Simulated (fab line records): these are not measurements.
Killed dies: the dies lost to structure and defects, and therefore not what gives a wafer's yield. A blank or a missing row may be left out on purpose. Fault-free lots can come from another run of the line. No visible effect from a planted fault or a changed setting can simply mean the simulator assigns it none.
Problem report, 8D (eight disciplines) form, completed by code    flow gf180mcu    the parts of the form that need people (team, actions taken, sign-off) are left out

## 1. THE ISSUE
At GF_LVPWELL_DEVELOP_06, developer-temp-C averages 20.60 C over 6 wafers from 2 lots, while fault-free wafers read 22.97 C, standard deviation 0.1. Measured from the usual mean, that is -24 standard deviations.
The step: develop time 60 s.
First seen on wafer L121.3, day 5 11:00, on litho-track-04. At this step, 42 wafers from 14 lots have a number in the record. The rule behind "out" and "out of limits": a value lying over 4 standard deviations away from the usual mean. Any other wafer with a number is counted as sound.

## 2. WHAT IT IS, AND WHAT IT ISN'T
question                     is                      is not
which readings at this step  developer-temp-C        -
which lots                   L121, L124              L115, L116, L117, L118, L120, L129, L131, L133, L134, L135, L136, L137
which wafers of those lots   all that have a number  -
read on which tools          litho-track-04          litho-track-01, litho-track-02
when                         from day 5 11:00        up to then (15 sound wafers); but 21 sound wafers of L129, L131, L133, L134, L135, L136, L137 came after

## 3. SUSPECTS, AND WHAT RULES EACH OUT
Counting: a tool stays on the suspect list if, at a process step up to the reading, it processed all lots that are out and no sound lot following the first of them.
- litho-track-04 at GF_LVPWELL_DEVELOP_06 (develop time 60 s): ruled out as a lasting fault. The sound lots L136, L137 went through it after L121, its earliest lot that is out (day 5 11:00).
Left after counting: nothing in the record.

## 4. THE CAUSE (what the simulator had put in)
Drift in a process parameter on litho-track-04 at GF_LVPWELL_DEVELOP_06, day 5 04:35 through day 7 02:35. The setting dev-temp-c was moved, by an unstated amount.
Counting ruled it out, wrongly.

## 5. THE CHAIN OF EFFECTS, in route order
Each row: a reading whose mean over the struck wafers that have a number lies more than 3 standard deviations from the usual. Readings are gone through only where the record gives a usual standard deviation; hours: the median, over the lots, of the time from a lot's start at the first step in this table giving one to that lot's start at this step; sigmas: the change measured in usual standard deviations.
hours  step                   reading           usual    on struck wafers  change  sigmas
0      GF_LVPWELL_DEVELOP_06  developer-temp-C  22.97 C  20.60             -2.37   -24
The process steps in it:
- GF_LVPWELL_DEVELOP_06: develop time 60 s.
Later steps that measure or inspect, where all struck wafers having a row at the step show a number for every such reading and not one has moved that far: GF_POLY_GATE_CD_MEAS_10.

## 6. WHAT WOULD HAVE CAUGHT IT SOONER
First out-of-limits reading in this record: day 5 11:00, which is 6 hours after fault onset at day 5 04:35.
